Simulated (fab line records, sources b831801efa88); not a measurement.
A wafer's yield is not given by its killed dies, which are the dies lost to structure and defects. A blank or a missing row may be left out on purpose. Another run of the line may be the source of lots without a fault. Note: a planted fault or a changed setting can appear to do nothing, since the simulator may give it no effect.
Chamber matching ; flow gf180mcu ; GF_PASSIVATION_CVD_00 on pecvd-01 has 3 sister chambers
The step deposits SiO2 from TEOS, target thk 1000 nm, time 111.95 s. 14 wafers are shown with their chamber, then 7 later ones without.

WAFERS WITH THEIR CHAMBER
wafer;chamber;heaterPowerW (W);rfFwdPowerW (W)
L117.2;1;636;596.4
L117.5;0;833;598.9
L117.6;1;506;595.0
L118.3;0;759;594.4
L118.4;1;586;597.6
L118.5;2;545;602.1
L121.1;0;810;596.6
L121.2;2;683;599.2
L121.3;1;515;600.2
L122.2;2;581;594.9
L122.5;1;600;598.6
L122.6;0;940;599.4
L126.1;2;676;599.3
L126.2;0;878;596.7

SIGNATURES (means of the wafers above)
reading;chamber 0;chamber 1;chamber 2;scatter within a chamber
heaterPowerW;844.00;568.60;621.25;64.5
rfFwdPowerW;597.200;597.560;598.875;2.31
Rule: for each reading, subtract the chamber's mean from the wafer's reading, divide by that reading's scatter and square the result; add these up over the readings and take the root, which gives the wafer's distance from the chamber. The wafer belongs to the nearest chamber; if the next one is less than 2 further off, it can't be placed. The scatter is the square root of a quotient: the sum, over the shown wafers, of each reading's squared deviation from its chamber's mean, divided by wafers minus chambers.

WAFERS MISSING THEIR CHAMBER
wafer;heaterPowerW (W);rfFwdPowerW (W)
L126.4;544;598.4
L129.1;703;600.2
L129.2;896;595.2
L129.6;554;598.5
L139.2;685;598.9
L139.3;806;596.1
L139.6;495;601.6

WHICH CHAMBER EACH ONE RAN IN
wafer;from the rows above;in truth
L126.4;can't be placed: 1 or 2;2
L129.1;can't be placed: 2 or 1 or 0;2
L129.2;0;0
L129.6;can't be placed: 1 or 2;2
L139.2;can't be placed: 2 or 1 or 0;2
L139.3;0;0
L139.6;can't be placed: 1 or 2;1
Correctly placed: 2 of 7. Not placeable from these rows: 5 (in 5, the candidates include the true chamber). Placed wrongly: 0.
